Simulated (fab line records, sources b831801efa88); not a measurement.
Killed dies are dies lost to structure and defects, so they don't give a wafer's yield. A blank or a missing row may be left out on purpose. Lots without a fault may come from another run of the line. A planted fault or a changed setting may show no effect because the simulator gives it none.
A sampling plan put to the test | flow sky130 | one fab line, 61 faults that these records tell of, each judged on the records of the lots that it struck
The plan is the line's own looks: the steps of the route at which a gauge or an inspection reads the wafer and doesn't change it. A look can be judged if struck wafers have a number there and the file gives its usual mean and standard deviation on fault-free wafers. Caught: at a look after the fault's first step, the mean of the struck wafers lies 4 or more of those standard deviations (sigma) from the usual mean. On the tool: the same test on the tool's own readings at the fault's steps. Another recipe on the struck wafers, or a record that is blank for them alone, also counts as caught.

THE FAULTS, as the simulator had put them in
1. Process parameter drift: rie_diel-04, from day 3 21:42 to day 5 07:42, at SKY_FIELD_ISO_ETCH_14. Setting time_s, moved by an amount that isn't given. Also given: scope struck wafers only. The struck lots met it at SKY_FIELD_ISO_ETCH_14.
2. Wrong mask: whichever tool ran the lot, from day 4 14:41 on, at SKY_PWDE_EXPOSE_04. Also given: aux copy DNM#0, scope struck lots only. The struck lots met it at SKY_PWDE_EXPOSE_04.
3. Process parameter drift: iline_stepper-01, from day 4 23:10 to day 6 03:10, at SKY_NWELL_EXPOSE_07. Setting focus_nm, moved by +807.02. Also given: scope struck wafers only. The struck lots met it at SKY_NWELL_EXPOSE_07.
4. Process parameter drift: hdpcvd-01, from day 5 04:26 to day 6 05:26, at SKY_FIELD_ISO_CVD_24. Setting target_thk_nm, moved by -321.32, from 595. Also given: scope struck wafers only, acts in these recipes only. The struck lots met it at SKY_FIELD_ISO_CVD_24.
5. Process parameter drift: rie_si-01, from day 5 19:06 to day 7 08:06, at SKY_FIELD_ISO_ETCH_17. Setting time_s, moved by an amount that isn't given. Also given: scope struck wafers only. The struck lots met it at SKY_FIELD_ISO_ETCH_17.
6. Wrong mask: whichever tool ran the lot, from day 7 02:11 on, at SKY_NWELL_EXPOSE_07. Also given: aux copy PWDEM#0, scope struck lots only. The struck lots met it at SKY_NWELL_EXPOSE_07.
7. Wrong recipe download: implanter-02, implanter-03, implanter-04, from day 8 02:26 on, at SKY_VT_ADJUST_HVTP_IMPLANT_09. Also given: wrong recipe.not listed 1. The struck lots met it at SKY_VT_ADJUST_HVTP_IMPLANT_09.
8. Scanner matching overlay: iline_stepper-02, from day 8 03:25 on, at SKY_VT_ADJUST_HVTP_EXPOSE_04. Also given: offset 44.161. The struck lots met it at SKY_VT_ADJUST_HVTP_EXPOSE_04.
9. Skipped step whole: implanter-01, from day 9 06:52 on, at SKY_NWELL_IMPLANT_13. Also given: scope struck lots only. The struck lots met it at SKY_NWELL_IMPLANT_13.
10. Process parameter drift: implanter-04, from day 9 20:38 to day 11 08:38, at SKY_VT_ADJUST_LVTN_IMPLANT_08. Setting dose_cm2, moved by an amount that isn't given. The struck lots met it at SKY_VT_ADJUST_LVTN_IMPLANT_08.
11. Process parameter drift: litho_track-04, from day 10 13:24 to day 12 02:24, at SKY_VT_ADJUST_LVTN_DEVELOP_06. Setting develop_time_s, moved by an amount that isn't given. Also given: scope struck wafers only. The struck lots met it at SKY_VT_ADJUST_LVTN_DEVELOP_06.
12. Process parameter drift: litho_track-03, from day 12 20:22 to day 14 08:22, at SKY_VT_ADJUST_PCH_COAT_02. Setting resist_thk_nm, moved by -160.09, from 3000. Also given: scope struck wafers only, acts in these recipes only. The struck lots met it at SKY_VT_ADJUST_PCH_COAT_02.
13. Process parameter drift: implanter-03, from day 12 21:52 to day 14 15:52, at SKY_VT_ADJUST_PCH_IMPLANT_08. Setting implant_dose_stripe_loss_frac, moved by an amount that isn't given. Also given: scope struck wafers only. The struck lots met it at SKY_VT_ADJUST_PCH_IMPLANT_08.
14. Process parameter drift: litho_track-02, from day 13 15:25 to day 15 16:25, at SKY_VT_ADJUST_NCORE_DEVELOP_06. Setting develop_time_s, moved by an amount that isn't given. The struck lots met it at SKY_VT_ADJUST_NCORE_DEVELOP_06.
15. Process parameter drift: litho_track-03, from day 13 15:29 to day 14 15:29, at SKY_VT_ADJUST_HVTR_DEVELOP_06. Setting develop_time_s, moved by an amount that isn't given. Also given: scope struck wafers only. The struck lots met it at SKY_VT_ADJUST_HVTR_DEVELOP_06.
16. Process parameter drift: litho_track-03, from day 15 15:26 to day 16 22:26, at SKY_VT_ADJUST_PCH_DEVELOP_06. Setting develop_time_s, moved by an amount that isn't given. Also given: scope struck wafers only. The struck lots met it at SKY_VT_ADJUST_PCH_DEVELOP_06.
17. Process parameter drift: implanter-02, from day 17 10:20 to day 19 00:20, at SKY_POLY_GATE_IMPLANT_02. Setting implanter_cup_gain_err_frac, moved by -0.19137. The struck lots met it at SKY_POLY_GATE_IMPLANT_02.
18. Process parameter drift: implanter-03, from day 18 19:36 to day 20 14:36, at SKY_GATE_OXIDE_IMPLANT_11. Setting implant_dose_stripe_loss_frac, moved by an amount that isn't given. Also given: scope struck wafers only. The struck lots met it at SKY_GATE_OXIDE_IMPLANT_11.
19. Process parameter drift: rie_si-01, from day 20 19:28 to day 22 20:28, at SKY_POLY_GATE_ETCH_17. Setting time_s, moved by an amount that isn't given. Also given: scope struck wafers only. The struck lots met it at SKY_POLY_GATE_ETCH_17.
20. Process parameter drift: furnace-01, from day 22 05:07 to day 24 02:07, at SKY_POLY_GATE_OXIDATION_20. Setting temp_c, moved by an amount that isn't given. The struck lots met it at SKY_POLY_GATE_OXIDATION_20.
21. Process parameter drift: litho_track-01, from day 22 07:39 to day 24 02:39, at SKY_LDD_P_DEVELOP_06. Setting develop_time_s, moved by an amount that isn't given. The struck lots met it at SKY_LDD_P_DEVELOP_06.
22. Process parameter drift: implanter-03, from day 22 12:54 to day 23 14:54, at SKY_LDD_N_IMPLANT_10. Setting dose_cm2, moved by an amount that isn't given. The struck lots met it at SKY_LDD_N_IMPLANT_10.
23. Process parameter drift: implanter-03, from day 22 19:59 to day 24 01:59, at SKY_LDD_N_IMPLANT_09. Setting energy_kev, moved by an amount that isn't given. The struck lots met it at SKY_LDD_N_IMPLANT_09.
24. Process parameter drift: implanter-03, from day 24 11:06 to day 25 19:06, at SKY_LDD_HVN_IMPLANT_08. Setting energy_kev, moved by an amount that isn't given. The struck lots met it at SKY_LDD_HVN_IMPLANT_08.
25. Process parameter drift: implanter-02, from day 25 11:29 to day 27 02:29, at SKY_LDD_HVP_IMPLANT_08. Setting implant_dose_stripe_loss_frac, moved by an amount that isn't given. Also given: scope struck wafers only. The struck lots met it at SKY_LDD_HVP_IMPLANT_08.
26. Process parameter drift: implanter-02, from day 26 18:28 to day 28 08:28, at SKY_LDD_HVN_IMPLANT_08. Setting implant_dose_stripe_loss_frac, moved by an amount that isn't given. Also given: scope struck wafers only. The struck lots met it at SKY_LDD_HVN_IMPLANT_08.
27. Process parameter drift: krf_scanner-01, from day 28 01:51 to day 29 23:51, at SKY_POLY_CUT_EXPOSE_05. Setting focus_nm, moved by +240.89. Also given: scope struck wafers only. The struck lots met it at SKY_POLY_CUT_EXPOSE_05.
28. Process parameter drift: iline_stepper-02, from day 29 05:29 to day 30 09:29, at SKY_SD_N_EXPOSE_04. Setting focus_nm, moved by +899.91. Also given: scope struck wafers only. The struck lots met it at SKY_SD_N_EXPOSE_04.
29. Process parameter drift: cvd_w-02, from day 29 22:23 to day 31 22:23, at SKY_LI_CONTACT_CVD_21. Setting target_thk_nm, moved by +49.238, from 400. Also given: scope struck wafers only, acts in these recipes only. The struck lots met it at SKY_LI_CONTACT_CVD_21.
30. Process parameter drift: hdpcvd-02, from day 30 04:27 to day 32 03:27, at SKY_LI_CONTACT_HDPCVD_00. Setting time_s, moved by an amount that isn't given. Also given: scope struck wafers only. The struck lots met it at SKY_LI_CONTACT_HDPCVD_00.
31. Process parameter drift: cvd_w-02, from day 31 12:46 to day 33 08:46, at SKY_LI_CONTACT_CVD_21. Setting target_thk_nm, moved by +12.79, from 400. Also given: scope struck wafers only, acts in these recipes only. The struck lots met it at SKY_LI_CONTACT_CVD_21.
32. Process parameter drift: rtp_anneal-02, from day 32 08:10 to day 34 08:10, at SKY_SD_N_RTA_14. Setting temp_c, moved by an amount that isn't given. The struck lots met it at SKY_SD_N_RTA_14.
33. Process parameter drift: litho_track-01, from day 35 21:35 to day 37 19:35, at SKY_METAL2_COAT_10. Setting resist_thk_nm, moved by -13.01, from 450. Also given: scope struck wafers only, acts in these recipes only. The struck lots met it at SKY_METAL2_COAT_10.
34. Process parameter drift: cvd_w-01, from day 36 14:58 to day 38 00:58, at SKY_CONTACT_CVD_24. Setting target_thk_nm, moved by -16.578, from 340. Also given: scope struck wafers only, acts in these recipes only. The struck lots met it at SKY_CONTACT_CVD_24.
35. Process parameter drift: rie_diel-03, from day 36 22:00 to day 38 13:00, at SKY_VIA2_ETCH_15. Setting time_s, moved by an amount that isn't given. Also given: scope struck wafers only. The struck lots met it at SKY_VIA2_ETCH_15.
36. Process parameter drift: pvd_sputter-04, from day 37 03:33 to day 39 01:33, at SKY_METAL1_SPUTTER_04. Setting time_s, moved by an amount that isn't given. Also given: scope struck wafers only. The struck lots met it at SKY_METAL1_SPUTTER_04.
37. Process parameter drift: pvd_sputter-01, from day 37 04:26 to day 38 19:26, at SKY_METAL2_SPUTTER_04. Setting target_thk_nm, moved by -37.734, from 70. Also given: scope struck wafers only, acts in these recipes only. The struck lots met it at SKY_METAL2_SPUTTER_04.
38. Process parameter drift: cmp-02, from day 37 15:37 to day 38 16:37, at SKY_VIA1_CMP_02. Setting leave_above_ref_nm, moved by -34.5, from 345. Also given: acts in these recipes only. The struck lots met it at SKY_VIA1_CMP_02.
39. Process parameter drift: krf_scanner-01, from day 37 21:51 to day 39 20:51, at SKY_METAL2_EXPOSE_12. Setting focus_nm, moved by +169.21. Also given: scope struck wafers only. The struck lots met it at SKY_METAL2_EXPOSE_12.
40. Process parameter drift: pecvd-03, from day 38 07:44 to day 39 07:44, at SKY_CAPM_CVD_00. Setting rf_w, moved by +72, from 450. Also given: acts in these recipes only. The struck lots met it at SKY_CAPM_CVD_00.
41. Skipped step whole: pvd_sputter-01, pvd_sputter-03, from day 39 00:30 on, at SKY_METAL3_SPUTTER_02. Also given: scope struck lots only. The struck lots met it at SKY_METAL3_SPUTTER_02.
42. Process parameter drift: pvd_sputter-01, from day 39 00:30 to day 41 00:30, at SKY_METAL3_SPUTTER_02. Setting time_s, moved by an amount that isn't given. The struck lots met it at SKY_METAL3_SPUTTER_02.
43. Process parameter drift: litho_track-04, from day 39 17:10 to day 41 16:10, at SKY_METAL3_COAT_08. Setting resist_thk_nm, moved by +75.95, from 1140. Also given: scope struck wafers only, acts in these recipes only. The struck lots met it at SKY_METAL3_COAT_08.
44. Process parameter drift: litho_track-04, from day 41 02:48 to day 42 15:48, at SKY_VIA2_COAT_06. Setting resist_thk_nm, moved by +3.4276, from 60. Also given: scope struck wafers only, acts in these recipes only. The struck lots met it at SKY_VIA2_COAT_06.
45. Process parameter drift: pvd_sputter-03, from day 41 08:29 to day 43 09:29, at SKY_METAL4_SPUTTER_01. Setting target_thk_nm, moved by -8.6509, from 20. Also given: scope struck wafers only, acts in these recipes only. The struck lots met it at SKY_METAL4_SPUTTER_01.
46. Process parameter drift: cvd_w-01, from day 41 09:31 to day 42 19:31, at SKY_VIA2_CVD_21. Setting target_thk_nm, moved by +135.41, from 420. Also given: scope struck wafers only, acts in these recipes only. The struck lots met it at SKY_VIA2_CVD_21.
47. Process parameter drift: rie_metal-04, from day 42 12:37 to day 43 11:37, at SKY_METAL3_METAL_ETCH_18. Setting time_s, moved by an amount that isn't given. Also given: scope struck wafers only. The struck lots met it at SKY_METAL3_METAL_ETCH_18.
48. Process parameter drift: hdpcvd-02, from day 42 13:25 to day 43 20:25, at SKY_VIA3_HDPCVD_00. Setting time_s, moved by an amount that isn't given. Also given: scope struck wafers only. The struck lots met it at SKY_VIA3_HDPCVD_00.
49. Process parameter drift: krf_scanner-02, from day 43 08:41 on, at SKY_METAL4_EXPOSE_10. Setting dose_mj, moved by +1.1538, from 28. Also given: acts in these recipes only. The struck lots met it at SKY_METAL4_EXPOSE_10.
50. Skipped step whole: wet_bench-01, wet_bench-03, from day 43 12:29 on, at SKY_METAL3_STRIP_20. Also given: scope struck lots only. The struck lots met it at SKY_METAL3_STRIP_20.
51. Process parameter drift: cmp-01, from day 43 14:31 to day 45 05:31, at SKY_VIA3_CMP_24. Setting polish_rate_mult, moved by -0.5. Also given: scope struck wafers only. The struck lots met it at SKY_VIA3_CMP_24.
52. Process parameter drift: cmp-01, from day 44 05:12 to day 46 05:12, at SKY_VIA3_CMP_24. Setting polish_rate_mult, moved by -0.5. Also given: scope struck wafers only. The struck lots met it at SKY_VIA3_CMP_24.
53. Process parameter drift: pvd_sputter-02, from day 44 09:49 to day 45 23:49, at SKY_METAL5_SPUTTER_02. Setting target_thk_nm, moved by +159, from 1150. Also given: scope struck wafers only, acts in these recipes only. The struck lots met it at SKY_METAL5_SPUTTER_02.
54. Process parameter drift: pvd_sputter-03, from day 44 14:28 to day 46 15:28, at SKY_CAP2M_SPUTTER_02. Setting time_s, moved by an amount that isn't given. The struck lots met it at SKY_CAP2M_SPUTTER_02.
55. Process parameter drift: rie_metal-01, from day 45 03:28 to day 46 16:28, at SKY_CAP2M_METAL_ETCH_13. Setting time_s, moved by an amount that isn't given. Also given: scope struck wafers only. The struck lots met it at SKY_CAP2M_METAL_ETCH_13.
56. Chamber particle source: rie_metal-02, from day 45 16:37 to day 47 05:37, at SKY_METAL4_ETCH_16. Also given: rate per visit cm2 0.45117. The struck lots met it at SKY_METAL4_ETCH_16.
57. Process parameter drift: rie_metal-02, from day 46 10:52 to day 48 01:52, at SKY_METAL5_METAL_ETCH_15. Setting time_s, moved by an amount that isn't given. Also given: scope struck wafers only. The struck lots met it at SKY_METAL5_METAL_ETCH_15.
58. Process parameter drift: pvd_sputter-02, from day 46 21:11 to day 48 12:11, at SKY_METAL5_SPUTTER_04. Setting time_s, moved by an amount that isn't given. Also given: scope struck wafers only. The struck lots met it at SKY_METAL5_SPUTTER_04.
59. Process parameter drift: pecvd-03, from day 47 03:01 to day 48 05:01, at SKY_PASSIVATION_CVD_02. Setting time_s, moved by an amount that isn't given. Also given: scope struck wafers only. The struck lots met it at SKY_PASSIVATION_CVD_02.
60. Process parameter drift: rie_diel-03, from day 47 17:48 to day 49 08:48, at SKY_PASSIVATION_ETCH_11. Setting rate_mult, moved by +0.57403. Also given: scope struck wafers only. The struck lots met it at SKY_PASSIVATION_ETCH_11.
61. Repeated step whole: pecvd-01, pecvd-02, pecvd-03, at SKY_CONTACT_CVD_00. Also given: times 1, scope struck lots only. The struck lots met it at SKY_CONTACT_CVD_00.

WHAT THE PLAN SAW
fault | on the tool itself                               | first look that catches it                      | reading, sigma                                                    | median hours from its first step to that look | hours from the fault's start to the first struck lot there | judged looks passed uncaught
1     | run_length_s -59 sigma                           | no look after it can be judged                  | -                                                                 | -                                             | -                                                          | 0
2     | under 2 sigma                                    | SKY_PWDE_TW_MEAS_10                             | PWDE_TW -99 or beyond                                             | 9.5                                           | 13                                                         | 0
3     | no reading that can be judged                    | none of the 6 looks that can be judged after it | -                                                                 | -                                             | -                                                          | 6
4     | no reading that can be judged                    | SKY_FIELD_ISO_THK_MEAS_25                       | FIELD_ISO_CVD_24_THK -74                                          | 0.1                                           | 5                                                          | 0
5     | run_length_s +31 sigma                           | no look after it can be judged                  | -                                                                 | -                                             | -                                                          | 0
6     | no reading that can be judged                    | SKY_NWELL_TW_MEAS_15                            | NWELL_TW -99 or beyond                                            | 10.7                                          | 12                                                         | 0
7     | under 2 sigma                                    | SKY_VT_ADJUST_HVTP_TW_MEAS_11                   | VT_ADJUST_HVTP_TW -59                                             | 0.2                                           | 3                                                          | 0
8     | under 2 sigma                                    | SKY_VT_ADJUST_HVTP_OVL_MEAS_08                  | VT_ADJUST_HVTP_OVL +27                                            | 10.5                                          | 19                                                         | 0
9     | the tool's record is blank for the struck wafers | SKY_NWELL_RS_MEAS_29                            | NWELL_RS +19                                                      | 21.9                                          | 26                                                         | 0
10    | dose_ions_cm2 -99 or beyond sigma                | SKY_VT_ADJUST_LVTN_TW_MEAS_10                   | VT_ADJUST_LVTN_TW -38                                             | 0.2                                           | 15                                                         | 0
11    | under 2 sigma                                    | no look after it can be judged                  | -                                                                 | -                                             | -                                                          | 0
12    | under 2 sigma                                    | none of the 2 looks that can be judged after it | -                                                                 | -                                             | -                                                          | 2
13    | under 2 sigma                                    | not the one look that can be judged after it    | strongest: VT_ADJUST_PCH_TW at SKY_VT_ADJUST_PCH_TW_MEAS_10, -3.4 | -                                             | -                                                          | 1
14    | under 2 sigma                                    | not the one look that can be judged after it    | strongest: cd_nm at SKY_VT_ADJUST_NCORE_CD_MEAS_07, -3.0          | -                                             | -                                                          | 1
15    | under 2 sigma                                    | SKY_VT_ADJUST_HVTR_CD_MEAS_07                   | cd_nm +5.9                                                        | 0.1                                           | 4                                                          | 0
16    | no reading that can be judged                    | no look after it can be judged                  | -                                                                 | -                                             | -                                                          | 0
17    | only faintly: beam_on_s +3.3 sigma               | not the one look that can be judged after it    | -                                                                 | -                                             | -                                                          | 1
18    | under 2 sigma                                    | not the one look that can be judged after it    | strongest: GATE_OXIDE_TW at SKY_GATE_OXIDE_TW_MEAS_14, -3.2       | -                                             | -                                                          | 1
19    | run_length_s +10 sigma                           | no look after it can be judged                  | -                                                                 | -                                             | -                                                          | 0
20    | tube_center_temp_C +99 or beyond sigma           | SKY_POLY_GATE_THK_MEAS_21                       | POLY_GATE_OXIDATION_THK +27                                       | 1.3                                           | 9                                                          | 0
21    | no reading that can be judged                    | SKY_LDD_P_CD_MEAS_07                            | cd_nm -44                                                         | 0.1                                           | 25                                                         | 0
22    | dose_ions_cm2 +99 or beyond sigma                | SKY_LDD_N_TW_MEAS_17                            | LDD_N_TW +5.4                                                     | 1.0                                           | 7                                                          | 0
23    | beam_energy_keV -99 or beyond sigma              | no look after it can be judged                  | -                                                                 | -                                             | -                                                          | 0
24    | beam_energy_keV -99 or beyond sigma              | no look after it can be judged                  | -                                                                 | -                                             | -                                                          | 0
25    | no reading that can be judged                    | not the one look that can be judged after it    | strongest: LDD_HVP_TW at SKY_LDD_HVP_TW_MEAS_10, -3.2             | -                                             | -                                                          | 1
26    | under 2 sigma                                    | SKY_LDD_HVN_TW_MEAS_10                          | LDD_HVN_TW -4.6                                                   | 0.2                                           | 21                                                         | 0
27    | no reading that can be judged                    | none of the 4 looks that can be judged after it | strongest: cd_nm at SKY_POLY_CUT_CD_MEAS_08, -3.4                 | -                                             | -                                                          | 4
28    | no reading that can be judged                    | SKY_SD_N_CD_MEAS_07                             | cd_nm -7.0                                                        | 14.3                                          | 18                                                         | 0
29    | under 2 sigma                                    | SKY_LI_CONTACT_RS_MEAS_22                       | LI_CONTACT_W_RS -11                                               | 0.1                                           | 7                                                          | 0
30    | run_length_s +99 or beyond sigma                 | SKY_LI_CONTACT_THK_MEAS_01                      | LI_CONTACT_HDPCVD_THK +35                                         | 0.1                                           | 4                                                          | 0
31    | under 2 sigma                                    | not the one look that can be judged after it    | strongest: LI_CONTACT_W_RS at SKY_LI_CONTACT_RS_MEAS_22, -2.2     | -                                             | -                                                          | 1
32    | wafer_temp_C_max +22 sigma                       | SKY_SD_N_RS_MEAS_16                             | SD_N_RS -48                                                       | 0.2                                           | 6                                                          | 0
33    | no reading that can be judged                    | no look after it can be judged                  | -                                                                 | -                                             | -                                                          | 0
34    | under 2 sigma                                    | SKY_CONTACT_RS_MEAS_25                          | CONTACT_W_RS +4.6                                                 | 0.1                                           | 5                                                          | 0
35    | run_length_s +99 or beyond sigma                 | no look after it can be judged                  | -                                                                 | -                                             | -                                                          | 0
36    | under 2 sigma                                    | none of the 4 looks that can be judged after it | strongest: METAL1_ALCU_THK at SKY_METAL1_THK_MEAS_06, -2.6        | -                                             | -                                                          | 4
37    | under 2 sigma                                    | SKY_METAL2_THK_MEAS_06                          | METAL2_ALCU_THK +7.6                                              | 0.2                                           | 11                                                         | 0
38    | under 2 sigma                                    | not the one look that can be judged after it    | -                                                                 | -                                             | -                                                          | 1
39    | under 2 sigma                                    | SKY_METAL2_CD_MEAS_15                           | cd_nm -11                                                         | 12.5                                          | 25                                                         | 0
40    | rf_fwd_power_W +36 sigma                         | not the one look that can be judged after it    | strongest: CAPM_CVD_00_THK at SKY_CAPM_THK_MEAS_01, +3.3          | -                                             | -                                                          | 1
41    | the tool's record is blank for the struck wafers | no look after it can be judged                  | -                                                                 | -                                             | -                                                          | 0
42    | under 2 sigma                                    | not the one look that can be judged after it    | -                                                                 | -                                             | -                                                          | 1
43    | no reading that can be judged                    | not the one look that can be judged after it    | -                                                                 | -                                             | -                                                          | 1
44    | no reading that can be judged                    | no look after it can be judged                  | -                                                                 | -                                             | -                                                          | 0
45    | under 2 sigma                                    | no look after it can be judged                  | -                                                                 | -                                             | -                                                          | 0
46    | under 2 sigma                                    | SKY_VIA2_RS_MEAS_22                             | VIA2_W_RS -26                                                     | 0.1                                           | 5                                                          | 0
47    | run_length_s -25 sigma                           | no look after it can be judged                  | -                                                                 | -                                             | -                                                          | 0
48    | run_length_s +89 sigma                           | SKY_VIA3_THK_MEAS_01                            | VIA3_HDPCVD_THK +11                                               | 0.2                                           | 0                                                          | 0
49    | exposure_dose_mJ_cm2 +30 sigma                   | SKY_METAL4_CD_MEAS_13                           | cd_nm -4.7                                                        | 10.9                                          | 21                                                         | 0
50    | the tool's record is blank for the struck wafers | no look after it can be judged                  | -                                                                 | -                                             | -                                                          | 0
51    | overpolish_run_s -99 or beyond sigma             | no look after it can be judged                  | -                                                                 | -                                             | -                                                          | 0
52    | overpolish_run_s -99 or beyond sigma             | no look after it can be judged                  | -                                                                 | -                                             | -                                                          | 0
53    | under 2 sigma                                    | SKY_METAL5_RS_MEAS_05                           | METAL5_ALCU_RS -10                                                | 0.2                                           | 17                                                         | 0
54    | under 2 sigma                                    | SKY_CAP2M_RS_MEAS_03                            | CAP2M_TIN_RS +29                                                  | 0.1                                           | 3                                                          | 0
55    | run_length_s -6.1 sigma                          | no look after it can be judged                  | -                                                                 | -                                             | -                                                          | 0
56    | under 2 sigma                                    | no look after it can be judged                  | -                                                                 | -                                             | -                                                          | 0
57    | run_length_s -28 sigma                           | no look after it can be judged                  | -                                                                 | -                                             | -                                                          | 0
58    | under 2 sigma                                    | none of the 4 looks that can be judged after it | -                                                                 | -                                             | -                                                          | 4
59    | under 2 sigma                                    | not the one look that can be judged after it    | -                                                                 | -                                             | -                                                          | 1
60    | under 2 sigma                                    | no look after it can be judged                  | -                                                                 | -                                             | -                                                          | 0
61    | under 2 sigma                                    | SKY_CONTACT_THK_MEAS_01                         | CONTACT_CVD_00_THK +75                                            | 0.2                                           | -                                                          | 0
A dash: the fault isn't caught, or these records don't give the number.

Caught at a look: 25 of 61. Caught on the tool: 22 of 61. By one or the other: 39 of 61.
Caught on the tool alone: faults 1, 5, 19, 23, 24, 35, 40, 41, 47, 50, 51, 52, 55, 57.
Caught at a look alone: faults 2, 4, 6, 7, 8, 15, 21, 26, 28, 29, 34, 37, 39, 46, 53, 54, 61.
Caught by neither: faults 3, 11, 12, 13, 14, 16, 17, 18, 25, 27, 31, 33, 36, 38, 42, 43, 44, 45, 56, 58, 59, 60.

THINNER SAMPLING
If the look that catches a fault measured only every second or every third lot, by lot number, the first struck lot would be measured this late in the worst case:
fault | struck lots at that look, in order of time | every lot | every second lot | every third lot
2     | L695                                       | 13 h      | may miss it      | may miss it
4     | L552, L553, L554                           | 5 h       | 8 h              | 15 h
6     | L982                                       | 12 h      | may miss it      | may miss it
7     | L836, L837, L838, L839                     | 3 h       | 7 h              | 20 h
8     | L566, L567, L568                           | 19 h      | 24 h             | 29 h
9     | L264, L265                                 | 26 h      | 29 h             | may miss all 2
10    | L692, L694                                 | 15 h      | may miss all 2   | may miss all 2
15    | L225, L226, L227                           | 4 h       | 13 h             | 18 h
20    | L180, L186                                 | 9 h       | may miss all 2   | may miss all 2
21    | L401, L403                                 | 25 h      | may miss all 2   | may miss all 2
22    | L148, L149                                 | 7 h       | 9 h              | may miss all 2
26    | L626                                       | 21 h      | may miss it      | may miss it
28    | L152, L153, L154                           | 18 h      | 25 h             | 41 h
29    | L679, L681, L682                           | 7 h       | 23 h             | may miss all 3
30    | L678, L680, L682                           | 4 h       | may miss all 3   | 47 h
32    | L295, L297, L299                           | 6 h       | may miss all 3   | 35 h
34    | L752, L754, L756                           | 5 h       | may miss all 3   | 24 h
37    | L114, L116                                 | 11 h      | may miss all 2   | may miss all 2
39    | L589, L590                                 | 25 h      | 35 h             | may miss all 2
46    | L587                                       | 5 h       | may miss it      | may miss it
48    | L615, L617                                 | 0 h       | may miss all 2   | may miss all 2
49    | L432, L437                                 | 21 h      | 52 h             | may miss all 2
53    | L149, L151                                 | 17 h      | may miss all 2   | may miss all 2
54    | L482, L483                                 | 3 h       | 6 h              | may miss all 2
Hours are from the fault's start to the first struck lot that is measured. The limit of 4 sigma was tested on all struck wafers together, so one lot alone may lie under it. Other struck lots may not be in these records.

THE LONGEST TIMED WAY FROM STEP TO LOOK
Fault 9: a median of 21.9 hours passes between SKY_NWELL_IMPLANT_13 and SKY_NWELL_RS_MEAS_29. No look between them can be judged.
